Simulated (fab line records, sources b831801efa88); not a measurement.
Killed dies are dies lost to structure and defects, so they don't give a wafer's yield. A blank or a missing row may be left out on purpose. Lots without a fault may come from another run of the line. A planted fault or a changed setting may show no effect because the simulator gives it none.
Split-lot experiment | flow sky130 | 5 lots, 23 wafers read, on a route of 708 steps

THE SPLIT
At SKY_VIA4_SOFTBAKE_07 (time 60 s), the setting temp_c was moved away from the recipe's 90 C on 4 of the 23 wafers read, by +2.1% to +3.6%. The other wafers ran this setting at the recipe's value.

The reading is taken at the split's own step.

THE READING
NOVOLAK_of_VIA4_COAT_06.thk_nm (the simulator's own value, which no gauge read), in nm, at SKY_VIA4_SOFTBAKE_07 (time 60 s). The file gives no usual value for it. The 19 wafers here that ran the recipe average 1139 nm, standard deviation 1.8 nm.

wafer  | tool, chamber at the split | temp_c as run, C | against the recipe | NOVOLAK_of_VIA4_COAT_06.thk_nm, nm | against lot-mates on the recipe
L074.1 | litho_track-02, 0          | 93.24            | +3.6%              | 1131                               | -8
L074.3 | litho_track-02, 0          | 90               | recipe             | 1139                               | -
L074.5 | litho_track-02, 0          | 90               | recipe             | 1139                               | -
L074.6 | litho_track-02, 0          | 90               | recipe             | 1139                               | -
L074.4 | litho_track-02, 0          | 93.24            | +3.6%              | 1129                               | -10
L079.1 | litho_track-02, 0          | 91.89            | +2.1%              | 1133                               | -7
L079.3 | litho_track-02, 0          | 91.89            | +2.1%              | 1134                               | -6
L079.4 | litho_track-02, 0          | 90               | recipe             | 1142                               | -
L079.5 | litho_track-02, 0          | 90               | recipe             | 1138                               | -
L079.6 | litho_track-02, 0          | 90               | recipe             | 1141                               | -
L081.2 | litho_track-03, 0          | 90               | recipe             | 1138                               | -
L081.4 | litho_track-03, 0          | 90               | recipe             | 1138                               | -
L081.6 | litho_track-03, 0          | 90               | recipe             | 1138                               | -
L081.3 | litho_track-03, 0          | 90               | recipe             | 1141                               | -
L081.5 | litho_track-03, 0          | 90               | recipe             | 1137                               | -
L084.1 | litho_track-03, 0          | 90               | recipe             | 1141                               | -
L084.6 | litho_track-03, 0          | 90               | recipe             | 1141                               | -
L084.2 | litho_track-03, 0          | 90               | recipe             | 1140                               | -
L084.4 | litho_track-03, 0          | 90               | recipe             | 1139                               | -
L084.5 | litho_track-03, 0          | 90               | recipe             | 1142                               | -
L085.2 | litho_track-04, 0          | 90               | recipe             | 1138                               | -
L085.3 | litho_track-04, 0          | 90               | recipe             | 1142                               | -
L085.6 | litho_track-04, 0          | 90               | recipe             | 1136                               | -

THE FIT
A straight line over all 23 wafers: NOVOLAK_of_VIA4_COAT_06.thk_nm changes by -2.66 nm for each +1% of temp_c; r = -0.88; the points scatter about the line by 1.7 nm.
The same after taking each lot's own level away (the mean of its wafers on the recipe; 23 wafers): -2.67 nm for each +1%; r = -0.90; scatter 1.5 nm.
On that fit, the largest move of temp_c shifts the reading by 9.6 nm.
The lots' own levels span 1138.4 to 1140.6 nm, that is 1.3 times the standard deviation above.
So the lot-to-lot level changes the slope little: the two slopes agree.
Check: with one of the wafers moved furthest among these (+3.6%) left out of the fit, the line predicts -10.7 nm for it against its lot-mates. It came out at -8 nm against them.

THE FILE'S OWN FIT
NOVOLAK_of_VIA4_COAT_06.thk_nm changes by -2.81 nm for each +1% of temp_c, r = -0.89.
